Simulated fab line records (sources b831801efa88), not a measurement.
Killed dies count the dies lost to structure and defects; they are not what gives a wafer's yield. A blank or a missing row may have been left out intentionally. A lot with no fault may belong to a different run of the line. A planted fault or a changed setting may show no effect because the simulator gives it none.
fab line records    flow gf180mcu
record lots=7  wafers=21  last-day=33
route steps=602 shown V4@490
lots that met no fault: taken from a fault-free run of the same line
start-h: hours from the record's opening day to when the first of the lot's shown wafers began    wait-h: hours elapsed since this lot's preceding step    " identical to the entry in the row above    L1.1+2: one row covering several wafers at once    - value missing, or start not given    * or withheld: withheld    < > ~ a bound
route shown NAME@n: names a module that has steps shown in the file, with the first one's number in the route    usual: mean/standard deviation taken from wafers without a fault    same: alike in all rows    chamber/n: place in a boat    sites: each site's reading    _std_site: standard deviation across them    _edge_site: inner sites' mean taken away from outer sites' mean    radius-mm: how far each site lies from the wafer's centre    mask NAME#n: copy n    behind: the most recent tool/chamber to have shaped the wafer    hold: cause of the lot's hold/its duration in hours/its outcome    device: names the non-switching transistor (n, p or np)    end of line: the tests these same wafers got at the end of their route    step lacking rows: just its recipe    killed: not the wafer's yield, but the dies lost to structure and defects at the first sort    map: the dies of a wafer, with x for killed, . for not killed, _ for no die there
set.NAME: the run value of the setting; set.NAME@STEP: its run value at that earlier step    model.NAME: the simulator's own value behind a step, which no gauge read
lots seen at some steps along the route; tables by step, rows by wafer
services: when a tool's chamber went out of use (start-h, in hours from the record's first day, below 0 if earlier), for how many hours, and the reason
## steps
# step GF_V4_CD_MEAS_14
# recipe target-cd-nm=260
# usual cd-nm=260.5/1.2
lot.wafer  tool       chamber  start-h  wait-h  cd-nm
L333.1     cd-sem-02  -        624.29   0.1     261.0
L333.2     "          -        "        "       260.5
L333.4     "          -        "        "       261.2
L337.2     cd-sem-01  -        654.92   0.1     260.4
L337.4     "          -        "        "       260.7
L337.6     "          -        "        "       260.5
L339.4     cd-sem-01  -        664.86   0.1     260.6
L339.5     "          -        "        "       259.6
L339.6     "          -        "        "       261.5
L340.1     cd-sem-02  -        672.55   0.1     261.0
L340.3     "          -        "        "       260.9
L340.6     "          -        "        "       260.7
L341.1     cd-sem-01  -        679.54   0.1     259.7
L341.2     "          -        "        "       261.1
L341.3     "          -        "        "       260.7
L342.3     cd-sem-02  -        685.13   0.1     259.2
L342.4     "          -        "        "       258.7
L342.5     "          -        "        "       258.8
L346.1     cd-sem-01  -        707.39   0.1     262.1
L346.4     "          -        "        "       261.3
L346.6     "          -        "        "       261.5
# step GF_V4_OVL_MEAS_15
# usual V4_OVL=3/5.8
lot.wafer  tool        chamber  start-h  wait-h  V4_OVL[nm]
L333.1     overlay-02  -        624.41   0.1     5
L333.2     "           -        "        "       2
L333.4     "           -        "        "       3
L337.2     overlay-01  -        655.02   0.1     -3
L337.4     "           -        "        "       3
L337.6     "           -        "        "       -1
L339.4     overlay-02  -        664.94   0.1     2
L339.5     "           -        "        "       1
L339.6     "           -        "        "       0
L340.1     overlay-01  -        672.67   0.1     1
L340.3     "           -        "        "       1
L340.6     "           -        "        "       -5
L341.1     overlay-01  -        679.66   0.1     -1
L341.2     "           -        "        "       4
L341.3     "           -        "        "       -1
L342.3     overlay-02  -        685.23   0.1     7
L342.4     "           -        "        "       13
L342.5     "           -        "        "       6
L346.1     overlay-01  -        707.51   0.1     -3
L346.4     "           -        "        "       3
L346.6     "           -        "        "       0
# step GF_V4_ETCH_16
# recipe chemistry=N2/H2  target-depth-a=withheld  overetch-a=withheld  time-s=withheld  target=BARC  ion-energy-ev=200  source-w=500  bias-w=100  pressure-mtorr=30  n2-flow-sccm=100  h2-flow-sccm=200
# usual drypump-motor-current-A=5.9/0.43  n2-flow-sccm=100.04/0.29  oes-product-au=0.855/0.0049  throttle-valve-pct=13.225/0.0083
lot.wafer  tool         chamber  start-h  wait-h  drypump-motor-current-A  n2-flow-sccm  oes-product-au  throttle-valve-pct
L333.1     rie-diel-02  0        624.45   0.0     5.5                      99.36         0.855           13.211
L333.2     "            1        "        "       5.6                      99.84         0.857           13.237
L333.4     "            2        "        "       6.1                      99.84         0.866           13.232
L337.2     rie-diel-03  2        655.05   0.0     6.4                      99.85         0.863           13.229
L337.4     "            0        "        "       6.6                      99.63         0.859           13.215
L337.6     "            1        "        "       6.3                      99.70         0.855           13.235
L339.4     rie-diel-04  0        664.96   0.0     5.7                      99.78         0.853           13.227
L339.5     "            2        "        "       5.3                      100.28        0.857           13.233
L339.6     "            3        "        "       5.7                      100.11        0.856           13.224
L340.1     rie-diel-03  3        672.71   0.0     6.0                      100.18        0.854           13.235
L340.3     "            0        "        "       6.6                      100.25        0.849           13.232
L340.6     "            3        "        "       6.0                      99.50         0.863           13.226
L341.1     rie-diel-02  2        679.70   0.0     6.1                      100.03        0.854           13.233
L341.2     "            0        "        "       5.5                      99.85         0.864           13.227
L341.3     "            1        "        "       5.6                      100.05        0.848           13.228
L342.3     rie-diel-04  1        685.25   0.0     5.6                      100.18        0.863           13.215
L342.4     "            0        "        "       5.7                      100.25        0.858           13.224
L342.5     "            2        "        "       5.3                      99.67         0.854           13.221
L346.1     rie-diel-03  2        707.55   0.0     6.4                      100.05        0.855           13.239
L346.4     "            1        "        "       6.3                      100.14        0.862           13.227
L346.6     "            2        "        "       6.4                      99.94         0.854           13.231
# step GF_V4_ETCH_17
# recipe chemistry=C4F8/O2/Ar  mask-material=KrF  target=SiO2  stop-on=TiN  source-w=1500  bias-w=1200  pressure-mtorr=40  c4f8-flow-sccm=withheld  O2_flow_sccm=6  Ar_flow_sccm=300  time-s=withheld  target-depth-a=6300
# step GF_V4_STRIP_18
# recipe chemistry=O2/N2  power-w=1400  pressure-mtorr=1500  platen-temp-c=250  o2-flow-sccm=3000  n2-flow-sccm=300  overash-fraction=0.5
# usual drypump-motor-current-A=5.9/0.38  heater-power-w=317/13  n2-flow-sccm=299.8/0.91  oes-product-au=0.593/0.0054
lot.wafer  tool             chamber  start-h  wait-h  drypump-motor-current-A  heater-power-w  n2-flow-sccm  oes-product-au  rf-hours-counter-h
L333.1     plasma-asher-03  1        624.58   -       5.1                      299             300.4         0.598           21
L333.2     "                0        "        "       5.9                      326             298.9         0.597           21
L333.4     "                0        "        "       5.9                      324             300.0         0.593           -
L337.2     plasma-asher-03  0        655.18   -       5.8                      320             299.9         0.595           23
L337.4     "                1        "        "       5.1                      303             299.1         0.600           -
L337.6     "                1        "        "       5.1                      292             299.1         0.601           -
L339.4     plasma-asher-04  1        665.12   -       6.3                      308             300.2         0.597           -
L339.5     "                1        "        "       6.3                      313             299.8         0.594           -
L339.6     "                0        "        "       6.3                      332             300.6         0.594           -
L340.1     plasma-asher-02  1        672.84   -       6.2                      338             300.3         0.595           87
L340.3     "                1        "        "       6.2                      330             300.2         0.593           -
L340.6     "                1        "        "       6.2                      335             298.7         0.589           -
L341.1     plasma-asher-03  1        679.83   -       5.1                      304             299.2         0.591           26
L341.2     "                0        "        "       5.9                      317             301.2         0.589           26
L341.3     "                1        "        "       5.1                      304             298.8         0.600           -
L342.3     plasma-asher-04  1        685.41   -       6.2                      312             301.3         0.595           -
L342.4     "                0        "        "       6.3                      333             300.3         0.587           -
L342.5     "                0        "        "       6.3                      340             299.6         0.600           -
L346.1     plasma-asher-04  0        707.68   -       6.3                      334             299.9         0.598           105
L346.4     "                1        "        "       6.3                      312             302.1         0.606           -
L346.6     "                1        "        "       6.2                      317             299.4         0.600           -
# step GF_V4_STRIP_19
# recipe chemistry=post-etch-residue-remover  time-s=1200  temp-c=72.5
# step GF_V4_CLEAN_20
# recipe chemistry=DIW  dry=n2-spin
# step GF_V4_SPUTTER_21
# recipe material=Ti  target-thk-nm=15  chamber-pressure-pa=5  power-w=2500  substrate-temp-c=200  time-s=80.02
# usual throttle-valve-pct=29.7/0.66
lot.wafer  tool            chamber  start-h  wait-h  throttle-valve-pct
L333.1     pvd-sputter-03  -        625.14   0.0     31.1
L333.2     "               -        "        "       30.0
L333.4     "               -        "        "       29.2
L337.2     pvd-sputter-03  -        655.75   0.0     30.3
L337.4     "               -        "        "       29.2
L337.6     "               -        "        "       30.0
L339.4     pvd-sputter-01  -        665.66   0.0     29.0
L339.5     "               -        "        "       28.9
L339.6     "               -        "        "       29.2
L340.1     pvd-sputter-02  -        673.42   0.0     29.6
L340.3     "               -        "        "       29.3
L340.6     "               -        "        "       29.1
L341.1     pvd-sputter-01  -        680.36   0.0     29.0
L341.2     "               -        "        "       30.6
L341.3     "               -        "        "       29.0
L342.3     pvd-sputter-02  -        685.91   0.0     29.3
L342.4     "               -        "        "       29.6
L342.5     "               -        "        "       29.2
L346.1     pvd-sputter-02  -        708.25   0.0     29.4
L346.4     "               -        "        "       29.7
L346.6     "               -        "        "       29.5
# step GF_V4_SPUTTER_22
# recipe material=TiN  target-thk-nm=10  chamber-pressure-pa=5  power-w=4000  time-s=40
# usual throttle-valve-pct=29.7/0.67
lot.wafer  tool            chamber  start-h  wait-h  throttle-valve-pct
L333.1     pvd-sputter-03  -        625.20   0.0     31.5
L333.2     "               -        "        "       30.1
L333.4     "               -        "        "       29.2
L337.2     pvd-sputter-03  -        655.81   0.0     30.4
L337.4     "               -        "        "       29.2
L337.6     "               -        "        "       30.2
L339.4     pvd-sputter-01  -        665.72   0.0     28.8
L339.5     "               -        "        "       29.2
L339.6     "               -        "        "       29.4
L340.1     pvd-sputter-02  -        673.48   0.0     29.8
L340.3     "               -        "        "       29.1
L340.6     "               -        "        "       29.1
L341.1     pvd-sputter-01  -        680.42   0.0     29.4
L341.2     "               -        "        "       30.3
L341.3     "               -        "        "       28.8
L342.3     pvd-sputter-02  -        685.97   0.0     29.1
L342.4     "               -        "        "       29.6
L342.5     "               -        "        "       29.2
L346.1     pvd-sputter-02  -        708.31   0.0     29.7
L346.4     "               -        "        "       29.8
L346.6     "               -        "        "       29.5
# step GF_V4_CVD_23
# recipe material=W  target-thk-nm=350  time-s=104.9  temp-c=400  pressure-torr=40
# usual heater-power-outer-w=485/34  heater-power-w=834/74
lot.wafer  tool      chamber  start-h  wait-h  heater-power-outer-w  heater-power-w
L333.1     cvd-w-02  0        625.24   0.0     490                   840
L333.2     "         1        "        "       504                   842
L333.4     "         0        "        "       493                   856
L337.2     cvd-w-01  0        655.85   0.0     505                   921
L337.4     "         1        "        "       423                   714
L337.6     "         0        "        "       517                   931
L339.4     cvd-w-02  0        665.80   0.1     496                   847
L339.5     "         1        "        "       515                   839
L339.6     "         0        "        "       489                   838
L340.1     cvd-w-02  1        673.52   0.0     511                   841
L340.3     "         0        "        "       479                   867
L340.6     "         1        "        "       510                   852
L341.1     cvd-w-01  0        680.46   0.0     501                   930
L341.2     "         1        "        "       423                   709
L341.3     "         0        "        "       503                   929
L342.3     cvd-w-02  1        686.05   0.1     507                   854
L342.4     "         0        "        "       483                   842
L342.5     "         1        "        "       500                   829
L346.1     cvd-w-02  1        708.35   0.0     512                   851
L346.4     "         1        "        "       517                   854
L346.6     "         0        "        "       497                   847
# step GF_V4_RS_MEAS_24
# recipe thk-meas-gauge=four-point-probe  reads=W_of_V4_CVD_23+TiN_of_V4_SPUTTER_22+Ti_of_V4_SPUTTER_21
# usual V4_W_RS=0.325/0.0034
lot.wafer  tool           chamber  start-h  wait-h  V4_W_RS[ohm/sq]
L333.1     film-metro-01  -        625.36   0.1     0.327
L333.2     "              -        "        "       0.319
L333.4     "              -        "        "       0.326
L337.2     film-metro-02  -        655.99   0.1     0.326
L337.4     "              -        "        "       0.322
L337.6     "              -        "        "       0.331
L339.4     film-metro-02  -        665.93   0.1     0.324
L339.5     "              -        "        "       0.327
L339.6     "              -        "        "       0.324
L340.1     film-metro-01  -        673.63   0.1     0.327
L340.3     "              -        "        "       0.329
L340.6     "              -        "        "       0.325
L341.1     film-metro-02  -        680.57   0.1     0.328
L341.2     "              -        "        "       0.322
L341.3     "              -        "        "       0.331
L342.3     film-metro-04  -        686.16   0.1     0.322
L342.4     "              -        "        "       0.327
L342.5     "              -        "        "       0.321
L346.1     film-metro-01  -        708.46   0.1     0.322
L346.4     "              -        "        "       0.321
L346.6     "              -        "        "       0.327
# step GF_V4_THK_MEAS_25
# recipe thk-meas-gauge=xrf  reads=W_of_V4_CVD_23
# usual V4_W_THK=362/5.3
lot.wafer  tool           chamber  start-h  wait-h  V4_W_THK[nm]
L333.1     film-metro-01  -        625.48   0.1     354
L333.2     "              -        "        "       363
L333.4     "              -        "        "       356
L337.2     film-metro-02  -        656.10   0.1     363
L337.4     "              -        "        "       370
L337.6     "              -        "        "       359
L339.4     film-metro-02  -        666.02   0.1     364
L339.5     "              -        "        "       362
L339.6     "              -        "        "       368
L340.1     film-metro-01  -        673.75   0.1     354
L340.3     "              -        "        "       351
L340.6     "              -        "        "       357
L341.1     film-metro-02  -        680.69   0.1     361
L341.2     "              -        "        "       366
L341.3     "              -        "        "       359
L342.3     film-metro-04  -        686.26   0.1     367
L342.4     "              -        "        "       364
L342.5     "              -        "        "       368
L346.1     film-metro-01  -        708.58   0.1     365
L346.4     "              -        "        "       367
L346.6     "              -        "        "       358
# step GF_V4_CMP_26
# recipe stop-on=SiO2  down-force-psi=3.5  platen-rpm=60  t-overpolish-s=15  target-thk-nm=0  pad-velocity-m-s=0.94248
# usual edge-zone-pressure-frac=1.000/0.0051  head-pressure-psi=3.500/0.007  motor-current-A=10.7/1  overpolish-run-s=14.999/0.008  retaining-ring-pressure-frac=1.000/0.0051  time-to-endpoint-s=88/4.4
lot.wafer  tool    chamber  start-h  wait-h  edge-zone-pressure-frac  head-pressure-psi  motor-current-A  overpolish-run-s  retaining-ring-pressure-frac  time-to-endpoint-s  model.W_of_V4_CVD_23.thk-nm  model.SiO2_of_V4_CVD_02.thk-nm
L333.1     cmp-01  1        625.57   0.1     1.007                    3.504              11.5             14.997            1.004                         86                  0                            631.4
L333.2     "       2        "        "       1.003                    3.512              10.7             14.999            0.999                         87                  0                            631.3
L333.4     "       0        "        "       0.995                    3.501              10.2             15.004            0.991                         81                  0                            629.2
L337.4     cmp-01  2        656.15   0.0     1.003                    3.503              10.8             15.016            1.000                         84                  0                            626.6
L337.2     "       0        "        "       1.002                    3.510              10.0             14.989            1.005                         78                  0                            628.5
L337.6     "       3        "        "       1.001                    3.507              10.6             15.007            0.999                         80                  0                            626.5
L339.4     cmp-02  1        666.10   0.1     0.993                    3.503              8.6              14.998            1.001                         90                  0                            626
L339.6     "       0        "        "       0.999                    3.490              11.8             15.007            0.999                         96                  0                            628.5
L339.5     "       1        "        "       1.003                    3.502              8.7              15.007            1.001                         87                  0                            628.6
L340.1     cmp-02  2        673.81   0.1     -                        -                  -                -                 -                             -                   350.1                        631.8
L340.3     "       3        "        "       -                        -                  -                -                 -                             -                   348.7                        630.2
L340.6     "       2        "        "       -                        -                  -                -                 -                             -                   352.4                        631.2
L341.3     cmp-02  3        680.75   0.0     -                        -                  -                -                 -                             -                   346.8                        632.2
L341.2     "       1        "        "       -                        -                  -                -                 -                             -                   355.5                        633.6
L341.1     "       2        "        "       -                        -                  -                -                 -                             -                   349.6                        632.7
L342.3     cmp-01  3        686.30   0.0     -                        -                  -                -                 -                             -                   354.7                        633
L342.4     "       2        "        "       -                        -                  -                -                 -                             -                   349.8                        632.5
L342.5     "       3        "        "       -                        -                  -                -                 -                             -                   356.7                        632.5
L346.1     cmp-02  0        708.64   0.1     1.003                    3.502              13.1             15.012            1.007                         93                  0                            631
L346.4     "       1        "        "       1.001                    3.494              8.8              14.988            1.004                         86                  0                            631.6
L346.6     "       1        "        "       0.997                    3.495              9.2              15.001            1.001                         86                  0                            629.1
## services
tool             chamber  start-h  hours  kind
pvd-sputter-03   1        601.61   -      consumable-replace:kit
pvd-sputter-03   1        601.61   18.0   scheduled-down
rie-diel-04      2        604.35   15.9   repair
pvd-sputter-02   -        609.45   1.8    repair
cvd-w-01         1        613.06   7.4    repair
rie-diel-03      2        618.58   10.3   repair
rie-diel-04      -        618.96   0.9    repair
rie-diel-03      0        626.67   27.6   repair
cmp-01           -        629.81   1.6    repair
cmp-02           -        630.82   0.3    repair
cvd-w-02         -        635.34   1.5    repair
plasma-asher-03  -        636.77   2.8    pm
plasma-asher-03  -        647.46   3.0    repair
plasma-asher-04  -        650.45   14.6   repair
pvd-sputter-02   -        656.80   3.7    repair
cmp-01           -        659.41   7.4    repair
pvd-sputter-02   -        665.41   0.9    repair
plasma-asher-02  -        672.96   0.8    repair
plasma-asher-02  -        681.28   0.7    repair
pvd-sputter-02   0        700.76   -      consumable-replace:kit
pvd-sputter-02   0        700.76   18.0   scheduled-down
pvd-sputter-02   0        700.76   18.0   vent-cycle
rie-diel-02      0        705.16   9.7    repair
rie-diel-04      2        708.27   7.0    repair
## key
first-sign step=GF_V4_CMP_26  reading=tool-record  direction=missing
effect none on later readings
model-effect step=GF_V4_CMP_26  value=W_of_V4_CVD_23.thk-nm  without=0  struck=351.6
met-at GF_V4_CMP_26
struck-wafers L340.1,L340.3,L340.6,L341.1,L341.2,L341.3,L342.3,L342.4,L342.5
later-rows-left-out L340.1,L340.3,L340.6,L341.1,L341.2,L341.3,L342.3,L342.4,L342.5
sort-left-out L340.1,L340.3,L340.6,L341.1,L341.2,L341.3,L342.3,L342.4,L342.5
onset-between 666.10 673.81
fault kind=skipped-step-whole  tool=cmp-01,cmp-02  chamber=-  onset-h=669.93  steps=GF_V4_CMP_26  scope=struck-lots-only
# sort-left-out: the simulated sort isn't trusted on such a fault, so these wafers' sort isn't shown, and their yield isn't known
# later-rows-left-out: the simulator's readings of these wafers behind a module that went badly wrong aren't trusted and aren't shown, but for the sort
